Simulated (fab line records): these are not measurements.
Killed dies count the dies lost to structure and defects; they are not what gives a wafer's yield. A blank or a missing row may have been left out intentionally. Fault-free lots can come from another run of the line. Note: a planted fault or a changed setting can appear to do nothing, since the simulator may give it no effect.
One fault seen from 2 desks :: flow gf180mcu :: what lay behind the numbers comes last; until then each desk has only its own

## AT THE METROLOGY DESK
Lot by lot, what the gauges showed, no matter which tool ran the lot: averages of those sampled wafers that carry a number. The brackets show how far a lot's mean lies from the usual mean; more than 4 standard deviations puts the lot out of limits, marked OUT.
Columns: A = cd-nm at GF_HV_LDD_CD_MEAS_07, usual 400.0 nm; B = HV_LDD_OVL at GF_HV_LDD_OVL_MEAS_08, usual 0.1 nm; C = HV_LDD_CVD_54_THK at GF_HV_LDD_THK_MEAS_55, usual 10.05 nm; D = cd-nm at GF_SAB_CD_MEAS_09, usual 418.9 nm
lot: L772
first seen here: day 9 21:17
A: 402.7
B: 1.9
C: 10.03
D: 418.0

lot: L773
first seen here: day 10 05:21
A: 400.3
B: 0.4
C: 10.16
D: 422.3

lot: L774
first seen here: day 10 15:38
A: 399.7
B: -0.3
C: 10.13
D: 418.1

lot: L775
first seen here: day 10 19:56
A: 400.0
B: 2.3
C: 10.25
D: 421.4

lot: L776
first seen here: day 11 07:01
A: 399.0
B: 2.2
C: 9.91
D: 418.4

lot: L777
first seen here: day 11 12:06
A: 396.9
B: -0.3
C: 9.88
D: 420.6

lot: L778
first seen here: day 11 21:50
A: 400.7
B: -0.2
C: 10.03
D: 416.1

lot: L779
first seen here: day 12 05:58
A: 401.5
B: 0.8
C: 10.04
D: 418.5

lot: L786
first seen here: day 14 10:50
A: 399.2
B: 0.8
C: 4.41 (-38) OUT
D: 421.9

lot: L790
first seen here: day 15 13:28
A: 399.4
B: 0.7
C: 9.87
D: 414.8

lot: L791
first seen here: day 15 21:46
A: 397.3
B: -1.5
C: 9.98
D: 423.5

lot: L793
first seen here: day 16 16:55
A: 398.8
B: 0.1
C: 10.23
D: 417.9

lot: L795
first seen here: day 17 02:08
A: 398.6
B: 0.5
C: 10.00
D: 420.1
This desk finds L786 out of limits, with the earliest case on L786 at day 17 06:36 (HV_LDD_CVD_54_THK at GF_HV_LDD_THK_MEAS_55). In limits: L772, L773, L774, L775, L776, L777, L778, L779, L790, L791, L793, L795.

## AT THE TOOL OWNER'S DESK: lpcvd-02
The tool's own readings at GF_HV_LDD_CVD_54 (deposits SiO2 from TEOS, target thk 10 nm, time 75 s): means of the sampled wafers that have a number, for each lot that ran on this tool. The brackets show how far a lot's mean lies from the usual mean; more than 4 standard deviations puts the lot out of limits, marked OUT.
Columns: A = zone-power-bottom-pct at GF_HV_LDD_CVD_54, usual 16.8 %
lot: L773
first seen here: day 12 14:17
A: 15.4

lot: L777
first seen here: day 14 00:44
A: 15.5

lot: L778
first seen here: day 14 11:14
A: 15.2

lot: L786
first seen here: day 17 05:35
A: 15.6
Result from this desk: across the 4 lots, nothing is out of limits.

## BROUGHT TOGETHER
An alarm was possible from the metrology desk at day 17 06:36, on L786.
The tool owner's desk saw nothing out of limits.
Tool owner's desk: L786 on record, inside its limits.
GF_HV_LDD_CVD_54 was run on lpcvd-02 by each of the lots named.

## WHAT HAD BEEN PUT IN BY THE SIMULATOR
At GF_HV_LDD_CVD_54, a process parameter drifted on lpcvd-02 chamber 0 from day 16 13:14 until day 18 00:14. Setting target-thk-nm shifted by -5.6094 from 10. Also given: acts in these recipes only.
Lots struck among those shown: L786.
Delay in hours, fault start to first out-of-limits reading, per desk: metrology desk 17.
